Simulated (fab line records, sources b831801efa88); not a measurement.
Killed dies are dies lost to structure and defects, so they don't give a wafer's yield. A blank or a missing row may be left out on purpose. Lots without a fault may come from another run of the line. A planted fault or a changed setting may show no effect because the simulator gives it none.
A struck lot beside a sound one | flow gf180mcu | 14 steps out of a route of 602
Sound: wafers L156.2, L156.5, L156.6. Struck: wafer L169.6. (L169.1 of the same lot was not struck and is left out.) The cause comes at the end.
At each step with rows: each side's tool, then ch and its chambers, then its first start. Under that, the readings that differ: sound wafers | struck wafers | difference of the means | sigmas: that difference in standard deviations of wafers without a fault.
alike: readings whose means differ by less than 2 such deviations, and words and numbers that are the same on both sides. not compared: withheld readings, readings that some wafer has no value for, bounds like >300 that may hide the same value, and numbers for which the record gives no deviation and whose values overlap.
The two part at a step that has a row with sigmas, a row that says differs or no value, or rows on one side only. Numbers that don't overlap but have no deviation are shown without sigmas and don't part them. A reading that every wafer of one side lacks parts them only if that side has two wafers or more.

GF_MIM_STRIP_20: strips in O2/N2.
  sound on plasma_asher-03 ch 0,1, day 26 21:26; struck on plasma_asher-04 ch 1, day 31 01:10
  reading            | sound       | struck | difference | sigmas
  heater_power_w (W) | 378 328 391 | 271    | -95        | -2
  alike: drypump_motor_current_A, n2_flow_sccm, oes_product_au, strip_time_to_endpoint_s
  not compared: rf_hours_counter_h
then, 9 steps without rows for these wafers: GF_MIM_STRIP_21 (strips in post etch residue remover, time 1200 s); GF_MIM_CLEAN_22 (cleans in DIW); GF_M5_DEHYDRATE_00 (time 60 s); GF_M5_HMDS_01 (prime time 60 s); GF_M5_COAT_02 (resist thk 1000 nm); GF_M5_SOFTBAKE_03 (time 60 s); GF_M5_EXPOSE_04 (exposes mask Metal5, target cd 280 nm); GF_M5_PEB_05 (peb time 90 s); GF_M5_DEVELOP_06 (develop time 60 s).
GF_M5_CD_MEAS_07: target cd 280 nm.
  sound on cd_sem-01, day 27 18:47; struck on cd_sem-01, day 31 18:55
  reading    | sound             | struck | difference | sigmas
  cd_nm (nm) | 279.7 279.8 280.7 | 282.3  | +2.2       | +2
GF_M5_OVL_MEAS_08:
  sound on overlay-02, day 27 18:54; struck on overlay-02, day 31 19:02
  alike: M5_OVL
GF_M5_ETCH_09: etches Si3N4 in CF4/O2, target depth 52 nm, time 11.6 s.
  sound on rie_diel-03 ch 0,3, day 27 18:56; struck on rie_diel-03 ch 2, day 31 19:05
  reading                             | sound             | struck | difference | sigmas
  drypump_motor_current_A (A)         | 5.75 5.77 5.79    | 5.23   | -0.54      | -2
  oes_product_au (a.u.)               | 0.990 0.984 0.985 | 0.887  | -0.099     | -7
  model.etch.depth_nm (nm)            | 50.92 50.94 50.88 | 42.5   | -8.4       |
  model.KrF_of_M5_COAT_02.thk_nm (nm) | 950.1 952.9 952.7 | 957.7  | +5.8       |
  alike: O2_flow_sccm, throttle_valve_pct
  not compared: rf_hours_counter_h
GF_M5_METAL_ETCH_10: etches the open film in Cl2/BCl3, stops on SiO2, target depth 750.8 nm, time 125.1 s.
  sound on rie_metal-01 ch 0,1, day 27 18:57; struck on rie_metal-01 ch 1, day 31 19:06
  reading                | sound                | struck | difference | sigmas
  throttle_valve_pct (%) | 28.242 28.239 28.248 | 28.220 | -0.023     | -2
  alike: drypump_motor_current_A, he_backside_leak_sccm, oes_product_au
  not compared: rf_hours_counter_h

WHERE THEY PART
First at GF_MIM_STRIP_20; last, within this record, at GF_M5_METAL_ETCH_10.

WHY: what the simulator had put in
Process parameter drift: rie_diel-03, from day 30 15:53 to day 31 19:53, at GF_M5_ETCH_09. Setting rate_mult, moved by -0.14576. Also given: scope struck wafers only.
